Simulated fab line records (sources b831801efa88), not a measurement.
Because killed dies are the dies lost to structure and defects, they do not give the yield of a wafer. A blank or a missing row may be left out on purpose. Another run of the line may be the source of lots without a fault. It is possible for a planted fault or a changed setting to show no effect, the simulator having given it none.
fab line records	flow sky130
record: lots: 5	wafers: 14	lastDay: 51
route steps=708 shown VIA2@521 METAL3@532 PAD_OPEN@708
lots with no fault: from the same line, run without faults
startH: start of the lot's first displayed wafer, in hours after the record's first day	waitH: time in hours since the lot's previous step	" same as the row above	L1.1+2: a single row standing in for several wafers	- either no value or no given start	* or withheld: withheld	< > ~ a bound
route shown NAME@n: names a module that has steps shown in the file, with the first one's number in the route	usual: mean and standard deviation over wafers with no fault	same: alike in all rows	chamber/n: place in a boat	sites: the reading at each site	_std_site: the standard deviation of these	_edge_site: inner sites' mean taken away from outer sites' mean	radiusMm: how far each site lies from the wafer's centre	mask NAME#n: copy n	behind: the most recent tool/chamber to have shaped the wafer	hold: the reason the lot was held/the length of the hold in hours/how it ended	device: which transistor (n, p or np) failed to switch	end of line: the tests these same wafers got at the end of their route	a step without rows: its recipe alone	killed: count of dies lost to structure and defects at first sort (not the wafer's yield)	map: the dies of a wafer, with x for killed, . for not killed, _ for no die there
set.NAME: the setting that was run; set.NAME@STEP: the one run at that earlier step	model.NAME: the simulator's own value behind a step, which no gauge read
a table for each step, a row for each wafer; lots at some steps of the route
services: from which hour (startH, from the record's first day; less than 0 if before it) a tool's chamber was out of use, for how many hours, and why
== steps ==
step: SKY_VIA2_ETCH_14
recipe: chemistry: N2/H2	target: BARC	ionEnergyEv: 200	sourceW: 500	biasW: 100	pressureMtorr: 30	n2FlowSccm: 100	h2FlowSccm: 200	stopOn: SiO2	timeS: 45.9	targetDepthA: 600
step: SKY_VIA2_ETCH_15
recipe: target: SiO2	chemistry: C4F8/O2/Ar	targetDepthNm: 546	stopOn: TiN	maskMaterial: KrF-thick	sourceW: 1500	biasW: 1200	pressureMtorr: 40	c4f8FlowSccm: withheld	O2_flow_sccm: 6	Ar_flow_sccm: 300	timeS: 84
usual: oesProductAu: 0.940/0.0044
lot.wafer	tool	chamber	startH	waitH	oesProductAu	rfHoursCounterH
L431.2	rieDiel-03	0	883.35	0.0	0.942	16
L431.4	"	2	"	"	0.940	18
L431.5	"	2	"	"	0.940	-
L433.1	rieDiel-03	1	894.61	0.0	0.938	12
L433.2	"	3	"	"	0.932	14
L433.6	"	1	"	"	0.944	-
L439.2	rieDiel-03	0	951.19	0.0	0.935	18
L439.5	"	2	"	"	0.938	-
L446.2	rieDiel-03	3	1004.45	0.0	0.945	17
L446.4	"	0	"	"	0.946	20
L446.5	"	0	"	"	0.932	-
L450.3	rieDiel-01	2	1022.74	0.0	0.941	10
L450.4	"	0	"	"	0.940	17
L450.5	"	1	"	"	0.941	-
step: SKY_VIA2_STRIP_16
recipe: chemistry: O2/N2	powerW: 1400	pressureMtorr: 1500	platenTempC: withheld	o2FlowSccm: 3000	n2FlowSccm: 300	overashFraction: 0.5
step: SKY_VIA2_STRIP_17
recipe: chemistry: postEtchResidueRemover	timeS: 1200	tempC: 72.5
step: SKY_VIA2_CLEAN_18
recipe: chemistry: IPA	timeS: 180	tempC: 25
step: SKY_VIA2_CLEAN_19
recipe: chemistry: O3/DIW	dry: n2Spin
step: SKY_VIA2_SPUTTER_20
recipe: material: TiN	targetThkNm: 20	chamberPressurePa: 5	powerW: 4000	timeS: 80
step: SKY_VIA2_CVD_21
recipe: material: W	targetThkNm: 420	timeS: 126.4	tempC: 400	pressureTorr: 40
usual: heaterPowerW: 904/88
lot.wafer	tool	chamber	startH	waitH	heaterPowerW
L431.2	cvdW-01	0	884.06	0.0	994
L431.4	"	1	"	"	890
L431.5	"	0	"	"	1014
L433.1	cvdW-01	0	895.34	0.0	999
L433.2	"	1	"	"	924
L433.6	"	1	"	"	907
L439.2	cvdW-01	0	951.91	0.0	1010
L439.5	"	1	"	"	897
L446.2	cvdW-02	0	1005.23	0.0	737
L446.4	"	0	"	"	741
L446.5	"	0	"	"	768
L450.3	cvdW-01	1	1023.58	0.1	892
L450.4	"	0	"	"	997
L450.5	"	1	"	"	903
step: SKY_VIA2_RS_MEAS_22
recipe: thkMeasGauge: four-point-probe	reads: W_of_VIA2_CVD_21+TiN_of_VIA2_SPUTTER_20
usual: VIA2_W_RS: 0.274/0.0035
lot.wafer	tool	chamber	startH	waitH	VIA2_W_RS[ohm/sq]
L431.2	filmMetro-04	-	884.22	0.1	0.274
L431.4	"	-	"	"	0.278
L431.5	"	-	"	"	0.274
L433.1	filmMetro-04	-	895.47	0.1	0.275
L433.2	"	-	"	"	0.278
L433.6	"	-	"	"	0.280
L439.2	filmMetro-01	-	952.06	0.1	0.281
L439.5	"	-	"	"	0.282
L446.2	filmMetro-04	-	1005.38	0.1	0.268
L446.4	"	-	"	"	0.267
L446.5	"	-	"	"	0.269
L450.3	filmMetro-01	-	1023.71	0.1	0.274
L450.4	"	-	"	"	0.271
L450.5	"	-	"	"	0.277
step: SKY_VIA2_THK_MEAS_23
recipe: thkMeasGauge: xrf	reads: W_of_VIA2_CVD_21
usual: VIA2_W_THK: 438/6.7
lot.wafer	tool	chamber	startH	waitH	VIA2_W_THK[nm]
L431.2	filmMetro-04	-	884.33	0.1	439
L431.4	"	-	"	"	437
L431.5	"	-	"	"	438
L433.1	filmMetro-04	-	895.59	0.1	436
L433.2	"	-	"	"	432
L433.6	"	-	"	"	429
L439.2	filmMetro-01	-	952.17	0.1	422
L439.5	"	-	"	"	419
L446.2	filmMetro-04	-	1005.49	0.1	450
L446.4	"	-	"	"	451
L446.5	"	-	"	"	448
L450.3	filmMetro-01	-	1023.81	0.1	436
L450.4	"	-	"	"	437
L450.5	"	-	"	"	430
step: SKY_VIA2_CMP_24
recipe: stopOn: SiO2	tOverpolishS: 20	downForcePsi: 3.5	platenRpm: 60	targetThkNm: 0	padVelocityMS: 0.94248
usual: motorCurrentA: 11.2/1.1	overpolishRunS: 19.999/0.0099	slurryFlowMlMin: 150.1/0.47	timeToEndpointS: 100/4
lot.wafer	tool	chamber	startH	waitH	motorCurrentA	overpolishRunS	slurryFlowMlMin	timeToEndpointS
L431.2	cmp-02	2	884.43	0.1	11.1	20.003	150.6	101
L431.4	"	3	"	"	12.9	20.000	150.3	105
L431.5	"	2	"	"	11.4	20.004	150.1	101
L433.2	cmp-01	3	895.70	0.1	10.0	20.006	150.3	100
L433.1	"	0	"	"	10.7	20.011	150.0	93
L433.6	"	3	"	"	9.9	20.010	150.3	100
L439.2	cmp-01	1	952.32	0.1	11.2	20.005	150.2	101
L439.5	"	3	"	"	10.6	20.004	150.0	104
L446.4	cmp-01	2	1005.64	0.1	10.1	20.001	149.7	105
L446.2	"	3	"	"	10.2	20.007	149.5	103
L446.5	"	1	"	"	11.1	20.000	150.4	99
L450.3	cmp-02	2	1023.95	0.1	11.6	19.981	150.8	99
L450.4	"	3	"	"	13.3	20.010	149.5	107
L450.5	"	1	"	"	12.8	20.001	150.7	99
step: SKY_METAL3_SPUTTER_00
recipe: material: Ti	targetThkNm: 15	powerW: 3000	timeS: 10	chamberPressurePa: 0.4
usual: throttleValvePct: 30.0/1.1
lot.wafer	tool	chamber	startH	waitH	throttleValvePct
L431.2	pvdSputter-04	-	884.68	0.2	29.6
L431.4	"	-	"	"	30.0
L431.5	"	-	"	"	30.3
L433.1	pvdSputter-04	-	895.95	0.1	28.7
L433.2	"	-	"	"	30.0
L433.6	"	-	"	"	29.8
L439.2	pvdSputter-04	-	952.52	0.1	29.7
L439.5	"	-	"	"	29.6
L446.2	pvdSputter-03	-	1005.84	0.1	29.9
L446.4	"	-	"	"	27.8
L446.5	"	-	"	"	29.9
L450.3	pvdSputter-04	-	1024.15	0.1	30.6
L450.4	"	-	"	"	28.8
L450.5	"	-	"	"	30.0
step: SKY_METAL3_SPUTTER_01
recipe: material: TiN	targetThkNm: 20	powerW: 6500	timeS: 16.7	chamberPressurePa: 0.4
usual: throttleValvePct: 30.0/1.1
lot.wafer	tool	chamber	startH	waitH	throttleValvePct	model.TiN_of_METAL3_SPUTTER_01.thkNm
L431.2	pvdSputter-04	-	884.70	0.0	29.7	20.22
L431.4	"	-	"	"	29.9	19.69
L431.5	"	-	"	"	30.5	20.12
L433.1	pvdSputter-04	-	895.98	0.0	28.6	19.87
L433.2	"	-	"	"	29.9	19.58
L433.6	"	-	"	"	29.6	19.71
L439.2	pvdSputter-04	-	952.54	0.0	29.6	20.02
L439.5	"	-	"	"	29.9	14.8
L446.2	pvdSputter-03	-	1005.86	0.0	29.8	19.56
L446.4	"	-	"	"	28.1	19.47
L446.5	"	-	"	"	29.9	19.6
L450.3	pvdSputter-04	-	1024.17	0.0	30.5	19.83
L450.4	"	-	"	"	28.6	20.18
L450.5	"	-	"	"	30.4	20.04
step: SKY_METAL3_SPUTTER_02
recipe: material: AlCu	targetThkNm: 735	powerW: 10600	timeS: 39.1	chamberPressurePa: 0.4
usual: throttleValvePct: 30.0/1.1
lot.wafer	tool	chamber	startH	waitH	throttleValvePct
L431.2	pvdSputter-04	-	884.72	0.0	29.8
L431.4	"	-	"	"	30.2
L431.5	"	-	"	"	30.6
L433.1	pvdSputter-04	-	896.00	0.0	28.7
L433.2	"	-	"	"	30.1
L433.6	"	-	"	"	29.7
L439.2	pvdSputter-04	-	952.57	0.0	29.8
L439.5	"	-	"	"	29.7
L446.2	pvdSputter-03	-	1005.89	0.0	29.9
L446.4	"	-	"	"	28.2
L446.5	"	-	"	"	29.9
L450.3	pvdSputter-04	-	1024.20	0.0	30.4
L450.4	"	-	"	"	28.7
L450.5	"	-	"	"	30.1
step: SKY_PAD_OPEN_PROBE_99
usual: defectLimitedYield: 82.6/1.7	killed_at_M0_to_M3: 43/7	killed_at_M4_up: 3.1/1.5	killedAtContacts: 23/4.9	killedAtFrontEnd: 16/3.9	killedAtOther: 0.3/0.52	killedDies: 86/8.2	killedOnRim: 16/3.7	killedOpen: 47/6.1	killedShort: 38/5.8	sort_bin_3_pad_short: 0.8/0.41	sort_bin_5_function: 10.2/1.3	sort_bin_6_memory: 6.4/1.1	sortNPass: 406/8.2	sortYieldPct: 82.6/1.7
same: grossDies: 492	killedAtBackSide: 0	sort_bin_4_leakage[%]: 0	sort_bin_8_speed[%]: 0
lot.wafer	tool	chamber	startH	waitH	defectLimitedYield[%]	killed_at_M0_to_M3	killed_at_M4_up	killedAtContacts	killedAtFrontEnd	killedAtOther	killedDies	killedOnRim	killedOpen	killedShort	sort_bin_3_pad_short[%]	sort_bin_5_function[%]	sort_bin_6_memory[%]	sortNPass	sortYieldPct[%]
L431.2	prober-02	-	1112.20	0.1	81.7	48	2	25	15	0	90	11	50	40	0.8	10.6	6.9	402	81.7
L431.4	prober-02	-	1112.30	0.2	79.1	43	5	30	25	0	103	23	59	44	1.2	12.4	7.3	389	79.1
L431.5	prober-02	-	1112.35	0.2	82.7	43	3	26	13	0	85	23	49	36	0.4	8.5	8.3	407	82.7
L433.1	prober-01	-	1119.60	0.1	82.7	46	4	25	10	0	85	21	57	27	0.2	8.7	8.3	407	82.7
L433.2	prober-01	-	1119.65	0.1	81.5	41	3	30	17	0	91	24	43	48	1.2	10.8	6.5	401	81.5
L433.6	prober-01	-	1119.85	0.2	81.3	49	2	29	12	0	92	18	60	32	0.8	10.2	7.7	400	81.3
L439.2	prober-02	-	1164.40	0.1	82.9	37	3	28	16	0	84	19	56	28	0.6	9.3	7.1	408	82.9
L439.5	prober-02	-	1164.55	0.2	83.5	49	3	12	17	0	81	14	34	47	1.0	8.9	6.5	411	83.5
L446.2	prober-02	-	1205.31	0.1	80.9	45	4	31	13	1	94	23	51	43	1.8	10.0	7.3	398	80.9
L446.4	prober-02	-	1205.41	0.2	82.3	39	2	27	19	0	87	14	46	40	1.4	8.9	7.3	405	82.3
L446.5	prober-02	-	1205.46	0.2	80.9	46	3	24	21	0	94	21	47	46	2.0	10.4	6.7	398	80.9
L450.3	prober-02	-	1218.41	0.2	82.1	45	4	23	16	0	88	16	44	42	0.6	10.8	6.5	404	82.1
L450.4	prober-02	-	1218.46	0.2	82.9	39	2	23	20	0	84	10	51	33	0.6	10.2	6.3	408	82.9
L450.5	prober-02	-	1218.51	0.2	83.3	46	7	19	9	1	82	11	49	33	1.0	9.6	6.1	410	83.3
killed by level:class
L431.2 VIA2:geometricParticle:open=9 VIA1:geometricParticle:open=7 CONTACT:geometricParticle:open=7 VIA3:geometricParticle:open=7 CONTACT:geometricParticle:short=6 METAL2:geometricParticle:short=6 POLY_GATE:geometricParticle:short=5 LI_CONTACT:geometricParticle:open=5
L431.4 LI_CONTACT:geometricParticle:open=12 CONTACT:geometricParticle:open=10 VIA3:geometricParticle:open=9 POLY_GATE:geometricParticle:open=9 METAL3:geometricParticle:short=7 POLY_GATE:geometricParticle:short=6 VIA1:geometricParticle:open=6 VIA1:geometricParticle:short=5
L431.5 VIA1:geometricParticle:open=11 CONTACT:geometricParticle:open=9 METAL2:geometricParticle:short=7 POLY_GATE:geometricParticle:open=6 LI_CONTACT:geometricParticle:open=6 VIA3:geometricParticle:open=6 VIA2:geometricParticle:open=5 VIA3:geometricParticle:short=5
L433.1 VIA1:geometricParticle:open=14 LI_CONTACT:geometricParticle:open=9 VIA3:geometricParticle:open=8 VIA2:geometricParticle:open=8 CONTACT:geometricParticle:open=7 METAL2:geometricParticle:short=5 CONTACT:geometricParticle:short=4 METAL1:geometricParticle:short=4
L433.2 LI_CONTACT:geometricParticle:open=9 CONTACT:geometricParticle:open=8 METAL1:geometricParticle:short=8 VIA1:geometricParticle:open=8 METAL2:geometricParticle:short=6 FIELD_ISO:geometricParticle:open=5 VIA3:geometricParticle:short=5 CONTACT:geometricParticle:short=5
L433.6 CONTACT:geometricParticle:open=15 VIA1:geometricParticle:open=15 VIA2:geometricParticle:open=9 FIELD_ISO:geometricParticle:open=6 VIA3:geometricParticle:open=6 LOCAL_INTERCONNECT:geometricParticle:short=5 LI_CONTACT:geometricParticle:open=4 CONTACT:geometricParticle:short=4
L439.2 VIA1:geometricParticle:open=14 CONTACT:geometricParticle:open=12 LI_CONTACT:geometricParticle:open=8 FIELD_ISO:geometricParticle:open=5 POLY_GATE:geometricParticle:open=5 VIA2:geometricParticle:open=5 CONTACT:geometricParticle:short=4 VIA1:geometricParticle:short=4
L439.5 METAL1:geometricParticle:short=11 VIA1:geometricParticle:open=9 VIA3:geometricParticle:open=6 FIELD_ISO:geometricParticle:short=5 METAL2:geometricParticle:short=5 VIA1:geometricParticle:short=5 POLY_GATE:geometricParticle:short=4 POLY_GATE:geometricParticle:open=4
L446.2 CONTACT:geometricParticle:open=13 METAL1:geometricParticle:short=10 VIA3:geometricParticle:open=10 VIA1:geometricParticle:open=9 CONTACT:geometricParticle:short=7 LI_CONTACT:geometricParticle:open=5 FIELD_ISO:geometricParticle:open=4 VIA2:geometricParticle:open=4
L446.4 CONTACT:geometricParticle:open=8 POLY_GATE:geometricParticle:short=7 LI_CONTACT:geometricParticle:open=7 VIA2:geometricParticle:open=7 FIELD_ISO:geometricParticle:open=6 METAL1:geometricParticle:short=6 CONTACT:geometricParticle:short=5 VIA3:geometricParticle:open=5
L446.5 CONTACT:geometricParticle:open=9 VIA1:geometricParticle:open=8 METAL2:geometricParticle:short=7 METAL1:geometricParticle:short=7 VIA3:geometricParticle:open=6 CONTACT:geometricParticle:short=5 VIA1:geometricParticle:short=5 FIELD_ISO:geometricParticle:open=4
L450.3 VIA1:geometricParticle:open=14 VIA2:geometricParticle:open=6 POLY_GATE:geometricParticle:short=5 LI_CONTACT:geometricParticle:open=5 LOCAL_INTERCONNECT:geometricParticle:short=5 CONTACT:geometricParticle:open=5 METAL1:geometricParticle:short=5 VIA2:geometricParticle:short=5
L450.4 VIA1:geometricParticle:open=11 LI_CONTACT:geometricParticle:open=10 CONTACT:geometricParticle:open=8 FIELD_ISO:geometricParticle:short=7 VIA3:geometricParticle:open=6 POLY_GATE:geometricParticle:open=5 METAL1:geometricParticle:short=5 VIA1:geometricParticle:short=5
L450.5 VIA1:geometricParticle:open=16 VIA3:geometricParticle:open=8 METAL4:geometricParticle:short=5 LOCAL_INTERCONNECT:geometricParticle:open=4 LOCAL_INTERCONNECT:geometricParticle:short=4 VIA2:geometricParticle:open=4 METAL3:geometricParticle:short=4 FIELD_ISO:geometricParticle:open=3
== services ==
tool	chamber	startH	hours	kind
cvdW-02	-	859.63	0.8	repair
rieDiel-03	2	862.19	1.9	repair
cmp-01	-	867.94	12.5	repair
pvdSputter-03	-	868.93	1.1	repair
cmp-02	-	876.07	0.5	repair
rieDiel-01	-	890.82	0.4	repair
cvdW-02	-	904.00	14.0	pm
cvdW-02	0	904.00	14.0	ventCycle
cvdW-01	1	904.66	3.4	repair
cmp-02	-	907.53	3.5	repair
cmp-01	-	915.85	4.0	pm
cmp-01	-	919.85	-	consumableReplace:conditioner
cmp-01	-	919.85	-	consumableReplace:pad
rieDiel-03	2	925.45	-	clean
rieDiel-03	2	925.45	23.6	scheduledDown
rieDiel-03	2	925.45	23.6	ventCycle
rieDiel-01	1	926.73	12.8	repair
cmp-01	-	941.23	4.9	pm
cmp-02	-	950.58	5.5	pm
cmp-01	-	963.10	5.9	pm
cmp-01	-	975.45	0.4	repair
cvdW-01	1	980.40	10.8	repair
cvdW-01	-	986.69	6.9	pm
pvdSputter-03	-	1019.54	3.4	repair
== key ==
firstSign none at tools or gauges
modelEffect: step: SKY_METAL3_SPUTTER_01	value: TiN_of_METAL3_SPUTTER_01.thkNm	without: 20.05	struck: 14.8
metAt SKY_METAL3_SPUTTER_01
struckWafers L439.5
onsetBetween 895.98 952.54
fault: kind: processParameterDrift	tool: pvdSputter-04	chamber: -	onsetH: 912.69	steps: SKY_METAL3_SPUTTER_01	channel: targetThkNm	offset: -5.2466	shape: step	endH: 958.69	scope: struckWafersOnly	actsIn: theseRecipesOnly	stated: 20
